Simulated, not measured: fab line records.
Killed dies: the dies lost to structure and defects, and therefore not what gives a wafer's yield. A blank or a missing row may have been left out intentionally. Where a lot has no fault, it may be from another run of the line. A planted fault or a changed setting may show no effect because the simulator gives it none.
2 desks looking at one fault | flow sky130 | every desk sees just its own numbers, and what lay behind them comes last

== AT THE TOOL OWNER'S DESK: plasmaAsher-02 ==
The tool's own readings at SKY_RES_PROTECT_STRIP_07 (strips in O2/N2): means of the sampled wafers that have a number, for each lot that ran on this tool. The brackets show how far a lot's mean lies from the usual mean; more than 4 standard deviations puts the lot out of limits, marked OUT.
Columns: A = drypumpMotorCurrentA at SKY_RES_PROTECT_STRIP_07, usual 5.80 A; B = oesProductAu at SKY_RES_PROTECT_STRIP_07, usual 0.516 a.u.; C = stripTimeToEndpointS at SKY_RES_PROTECT_STRIP_07, usual 23.45 s
lot  | first seen here | A    | B               | C
L108 | day 15 22:04    | 5.80 | 0.511           | 23.47
L111 | day 17 04:13    | 5.88 | 0.517           | 23.43
L113 | day 17 12:44    | 5.81 | 0.516           | 23.46
L114 | day 17 22:23    | 5.73 | 0.518           | 23.48
L116 | day 18 19:25    | 5.87 | 0.518           | 23.44
L118 | day 19 10:58    | 5.87 | 0.630 (+24) OUT | -
L129 | day 23 12:49    | 5.71 | 0.513           | 23.46
This desk finds L118 out of limits, L118 being first, at day 19 10:58 (oesProductAu at SKY_RES_PROTECT_STRIP_07). L108, L111, L113, L114, L116, L129: within limits.

== AT THE METROLOGY DESK ==
Lot by lot, what the gauges showed, no matter which tool ran the lot: averages of those sampled wafers that carry a number. The brackets show how far a lot's mean lies from the usual mean; more than 4 standard deviations puts the lot out of limits, marked OUT.
Columns: A = VT_ADJUST_NCORE_OVL at SKY_VT_ADJUST_NCORE_OVL_MEAS_08, usual 0.7 nm; B = SONOS_TUNNEL_OVL at SKY_SONOS_TUNNEL_OVL_MEAS_08, usual 0.3 nm
lot  | first seen here | A    | B
L108 | day 9 02:35     | 1.6  | 0.5
L109 | day 9 15:38     | 1.7  | 0.9
L110 | day 9 19:52     | -1.0 | 1.0
L111 | day 10 05:23    | 0.4  | 0.1
L112 | day 10 09:41    | 1.4  | 0.1
L113 | day 10 12:59    | -1.0 | -0.5
L114 | day 10 20:34    | 1.8  | 2.2
L116 | day 11 10:14    | 0.4  | 0.7
L118 | day 11 23:19    | 1.8  | 0.1
L119 | day 12 06:53    | 2.4  | -1.8
L128 | day 14 18:12    | 2.4  | 0.1
L129 | day 15 10:50    | 3.0  | 2.8
L131 | day 15 23:19    | 1.0  | -1.2
This desk found nothing out of limits on any of the 13 lots.

== ALL TOGETHER ==
On L118, at day 19 10:58, an alarm was possible from the tool owner's desk.
From the metrology desk's view, nothing was out of limits.
The metrology desk has L118 on record, within its limits.
On plasmaAsher-02, each named lot ran SKY_RES_PROTECT_STRIP_07.

== WHAT THE SIMULATOR PUT IN ==
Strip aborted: plasmaAsher-02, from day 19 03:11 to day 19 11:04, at SKY_RES_PROTECT_STRIP_07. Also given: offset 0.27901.
Shown lots that were struck: L118.
Each desk's first reading out of limits, in hours after the fault started: the tool owner's desk, 8.
